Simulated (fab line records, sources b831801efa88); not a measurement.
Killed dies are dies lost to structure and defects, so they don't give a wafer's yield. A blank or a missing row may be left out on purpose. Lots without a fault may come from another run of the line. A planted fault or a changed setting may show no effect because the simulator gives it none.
Which tool did it? | flow gf180mcu | 14 lots, 42 wafers sampled, at 4 steps of a route of 602

WHAT THE GAUGES READ, wafer by wafer
GF_HV_LDD_OVL_MEAS_08.
lot  | measured     | on         | HV_LDD_OVL (nm)
L775 | day 10 10:53 | overlay-02 | 1.8 0.6 0.3
L776 | day 10 16:04 | overlay-02 | -1.7 -0.4 -0.9
L777 | day 11 03:57 | overlay-01 | -1.2 1.7 -0.8
L778 | day 11 11:02 | overlay-02 | -0.3 -1.3 -1.7
L779 | day 12 03:57 | overlay-02 | -0.3 0.4 1.0
L780 | day 12 07:07 | overlay-02 | -3.8 -2.2 -1.7
L782 | day 12 16:41 | overlay-01 | 1.1 1.7 0.7
L783 | day 13 05:54 | overlay-02 | -1.5 -2.3 -1.2
L785 | day 13 13:37 | overlay-01 | 0.5 2.0 1.5
L787 | day 13 23:07 | overlay-02 | -1.1 -0.8 -1.2
L794 | day 16 06:23 | overlay-02 | -1.5 0.6 0.0
L795 | day 16 11:19 | overlay-01 | 1.3 -0.7 -0.8
L796 | day 16 22:13 | overlay-01 | 0.8 0.2 0.4
L797 | day 17 05:08 | overlay-01 | -0.7 -0.3 -1.6

GF_CONTACT_CD_MEAS_14: target cd 220 nm.
lot  | measured     | on        | cd_nm (nm)
L775 | day 16 16:02 | cd_sem-01 | 221.0 221.2 219.0
L776 | day 16 21:05 | cd_sem-02 | 221.2 220.3 222.3
L777 | day 17 15:44 | cd_sem-02 | 221.4 220.7 221.0
L778 | day 17 20:38 | cd_sem-01 | 222.8 222.3 222.2
L779 | day 18 18:48 | cd_sem-02 | 218.7 219.9 220.5
L780 | day 18 22:54 | cd_sem-02 | 220.4 221.9 221.9
L782 | day 19 10:34 | cd_sem-02 | 217.8 217.8 219.5
L783 | day 20 03:38 | cd_sem-02 | 221.8 220.5 221.6
L785 | day 20 11:28 | cd_sem-01 | 218.5 216.1 217.2
L787 | day 20 22:11 | cd_sem-01 | 218.5 219.8 217.2
L794 | day 23 11:10 | cd_sem-01 | 218.9 219.6 219.0
L795 | day 23 17:32 | cd_sem-02 | 222.4 220.9 220.7
L796 | day 24 02:08 | cd_sem-01 | 219.7 219.8 219.5
L797 | day 24 09:08 | cd_sem-02 | 221.1 221.3 219.5

WHICH TOOL RAN EACH LOT (tool, then ch and the chambers of the sampled wafers, then the start)
lot  | GF_HV_LDD_IMPLANT_33            | GF_SALICIDE_RTA_06
L775 | implanter-03 ch 0, day 12 00:22 | rtp_anneal-02 ch 0, day 15 16:37
L776 | implanter-02 ch 0, day 12 06:00 | rtp_anneal-02 ch 0, day 15 21:42
L777 | implanter-03 ch 0, day 12 19:30 | rtp_anneal-01 ch 0, day 16 15:13
L778 | implanter-01 ch 0, day 13 01:44 | rtp_anneal-01 ch 0, day 16 20:18
L779 | implanter-01 ch 0, day 13 20:22 | rtp_anneal-01 ch 0, day 17 17:58
L780 | implanter-03 ch 0, day 13 23:35 | rtp_anneal-02 ch 0, day 17 21:34
L782 | implanter-01 ch 0, day 14 09:56 | rtp_anneal-02 ch 0, day 18 09:21
L783 | implanter-02 ch 0, day 15 01:07 | rtp_anneal-02 ch 0, day 19 02:04
L785 | implanter-02 ch 0, day 15 08:02 | rtp_anneal-01 ch 0, day 19 09:44
L787 | implanter-02 ch 0, day 15 17:13 | rtp_anneal-02 ch 0, day 19 20:33
L794 | implanter-03 ch 0, day 18 05:10 | rtp_anneal-02 ch 0, day 22 11:26
L795 | implanter-01 ch 0, day 18 10:49 | rtp_anneal-02 ch 0, day 22 17:38
L796 | implanter-02 ch 0, day 18 21:50 | rtp_anneal-01 ch 0, day 23 02:38
L797 | implanter-02 ch 0, day 19 05:39 | rtp_anneal-01 ch 0, day 23 09:52
- GF_HV_LDD_IMPLANT_33
- GF_SALICIDE_RTA_06: time 30 s.

WHAT THE TOOLS THEMSELVES READ (means of the sampled wafers that have a number; where no wafer has one, the mark that the record gives instead)
GF_HV_LDD_IMPLANT_33.
lot  | tool         | rotation_deg (degrees)
L775 | implanter-03 | -0.005
L776 | implanter-02 | -0.002
L777 | implanter-03 | 0.010
L778 | implanter-01 | 0.001
L779 | implanter-01 | 0.003
L780 | implanter-03 | 0.006
L782 | implanter-01 | 0.027
L783 | implanter-02 | 0.003
L785 | implanter-02 | -55.528
L787 | implanter-02 | -55.524
L794 | implanter-03 | 0.022
L795 | implanter-01 | 0.013
L796 | implanter-02 | -0.004
L797 | implanter-02 | 0.001

GF_SALICIDE_RTA_06.
lot  | tool          | lamp_power_pct (%) | wafer_temp_C_max
L775 | rtp_anneal-02 | 5.5                | 531.4
L776 | rtp_anneal-02 | 5.5                | 532.1
L777 | rtp_anneal-01 | 6.6                | 532.6
L778 | rtp_anneal-01 | 6.6                | 532.4
L779 | rtp_anneal-01 | 6.6                | 532.5
L780 | rtp_anneal-02 | 5.5                | 532.2
L782 | rtp_anneal-02 | 5.5                | 531.7
L783 | rtp_anneal-02 | 5.5                | 531.8
L785 | rtp_anneal-01 | 6.6                | 532.4
L787 | rtp_anneal-02 | 5.5                | 531.6
L794 | rtp_anneal-02 | 5.5                | 532.1
L795 | rtp_anneal-02 | 5.5                | 531.8
L796 | rtp_anneal-01 | 6.6                | 532.2
L797 | rtp_anneal-01 | 6.6                | 532.4

THE ANSWER, worked out from the rows above alone
Rule: what is usual is taken from the lots themselves. Put in order of their means at a reading, lots are off if they are a third of the lots or fewer, leave a main group of 4 or more, and stand apart from it by a gap of 3 or more times the standard deviation of the main group's means; of several such gaps the widest counts. A main group whose means are all the same, to the digits that the tables above print for the reading, isn't used. A lot without any number at a reading at which 4 lots or more have one is off too. The other lots that the step has rows for count as sound. The gauges are gone through in route order, then the tools' own readings, and for those a lot's mean is taken as printed above. The first step at which some lot is off is used, and at that step the reading that is off furthest; a lot without a number counts as furthest.
Off: L785, L787, at GF_HV_LDD_IMPLANT_33 (rotation_deg). The main group: mean 0.006 degrees, standard deviation 0.0096.
A tool fits if, at that step or a process step before it, it ran every lot that is off, and no sound lot after the first of them. None of those tried fits.

WHAT THE SIMULATOR HAD PUT IN
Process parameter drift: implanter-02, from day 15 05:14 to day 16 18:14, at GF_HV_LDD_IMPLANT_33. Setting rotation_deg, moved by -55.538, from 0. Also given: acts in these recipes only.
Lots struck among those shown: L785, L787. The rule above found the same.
